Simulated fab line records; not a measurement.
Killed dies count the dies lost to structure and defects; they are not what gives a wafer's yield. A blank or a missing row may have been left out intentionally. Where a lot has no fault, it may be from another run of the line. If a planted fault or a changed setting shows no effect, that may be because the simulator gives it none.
A lot that was struck, set against a sound lot ; flow sky130 ; 16 out of 708 route steps
Sound: these wafers, L866.1, L866.4, L866.5. Struck: wafer L874.4. (L874.1, L874.2 of the same lot were not struck and are left out.) The cause comes at the end.
Per side, at each step with rows, come the tool, then ch with its chambers, and then its first start. Under that, the readings that differ: sound wafers ; struck wafers ; difference of the means ; sigmas: that difference in standard deviations of wafers without a fault.
alike: words and numbers the same on both sides, and readings whose means are apart by under 2 such deviations; not compared: readings that were withheld, readings missing a value for some wafer, numbers with overlapping values and no deviation given by the record, and bounds like >300 which may hide the same value.
Wherever a step has rows on one side only, a row that says differs or no value, or a row with sigmas, the two part there. Numbers that don't overlap but have no deviation are shown without sigmas and don't part them. A reading missing from all wafers of one side parts the sides only when that side holds two or more wafers.

SKY_LI_CONTACT_BOW_MEAS_03:
  sound on film metro-02 at day 28 08:32; struck on film metro-02 at day 31 14:32
  alike: LI_CONTACT_BOW
then, 4 steps without rows for these wafers: SKY_LI_CONTACT_DEHYDRATE_04 (time 60 s); SKY_LI_CONTACT_HMDS_05 (prime time 60 s); SKY_LI_CONTACT_COAT_06 (resist thk 60 nm); SKY_LI_CONTACT_COAT_07 (resist thk 450 nm).
SKY_LI_CONTACT_SOFTBAKE_08: time 92.34 s.
  sound on litho track-01 ch 0; struck on litho track-01 ch 0
  alike: plate sensor t centre C, plate sensor t edge C, softbake temp c
then, 3 steps without rows for these wafers: SKY_LI_CONTACT_EXPOSE_09 (exposes mask LICM1, target cd 170 nm); SKY_LI_CONTACT_PEB_10; SKY_LI_CONTACT_DEVELOP_11 (develop time 60 s).
SKY_LI_CONTACT_CD_MEAS_12: target cd 170 nm.
  sound on cd sem-01 at day 29 13:07; struck on cd sem-01 at day 32 17:37
  alike: cd nm
SKY_LI_CONTACT_OVL_MEAS_13:
  sound on overlay-02 at day 29 13:14; struck on overlay-02 at day 32 17:44
  alike: LI_CONTACT_OVL
SKY_LI_CONTACT_ETCH_14: etches BARC in N2/H2, stops on SiO2, time 45.9 s, target depth 60 nm.
  sound on rie diel-02 ch 0,2, day 29 13:16; struck on rie diel-04 ch 3, day 32 17:46
reading;sound;struck;difference;sigmas
oes product au (a.u.);0.852 0.858 0.862;0.844;-0.013;-3
  alike: drypump motor current A, rf fwd power W, throttle valve pct
  not compared: rf hours counter h
SKY_LI_CONTACT_ETCH_15: etches PSG in C4F8/O2/Ar, stops on Si, target depth 600 nm.
  sound on rie diel-02 ch 0,2, day 29 13:19; struck on rie diel-04 ch 3, day 32 17:49
reading;sound;struck;difference;sigmas
rf fwd power W (W);1493 1487 1492;1726;+235;+44
model.KrF-thick_of_LI_CONTACT_COAT_07.thk nm (nm);231 231.1 229.9;217.1;-13.6;
  alike: oes product au
SKY_LI_CONTACT_STRIP_16: strips in O2/N2.
  sound on plasma asher-03 ch 0,1, day 29 13:24; struck on plasma asher-01 ch 0, day 32 17:54
reading;sound;struck;difference;sigmas
drypump motor current A (A);4.9 4.9 4.9;6.0;+1.1;+2
oes product au (a.u.);0.383 0.377 0.366;0.363;-0.012;-3
strip time to endpoint s (s);3.501 3.480 3.484;3.328;-0.160;-6
  not compared: rf hours counter h
then, 1 step without rows for these wafers: SKY_LI_CONTACT_CLEAN_17 (cleans in NMP, time 600 s).
-- a jump in the record: the struck wafers' starts before and after are 16 days apart (it breaks off in module LI_CONTACT and resumes in module PAD_OPEN, where the first step shown is number 708 of the route) --
SKY_PAD_OPEN_PROBE_99:
  sound on prober-02 at day 46 00:44; struck on prober-01 at day 48 10:24
reading;sound;struck;difference;sigmas
killed at front end;18 24 23;12;-10;-2
model.etest.licon ndiff.rc ohm;177.8 180.6 178.8;174.4;-4.7;
  alike: killed_at_M0_to_M3, killed_at_M4_up, killed at contacts, killed at other, killed dies, killed open, killed short
  not compared: model.etest.licon pdiff.rc ohm

== WHERE THEY PART ==
Last at SKY_PAD_OPEN_PROBE_99 as far as this record goes, first at SKY_LI_CONTACT_ETCH_14.

WHY: whatever the simulator had introduced
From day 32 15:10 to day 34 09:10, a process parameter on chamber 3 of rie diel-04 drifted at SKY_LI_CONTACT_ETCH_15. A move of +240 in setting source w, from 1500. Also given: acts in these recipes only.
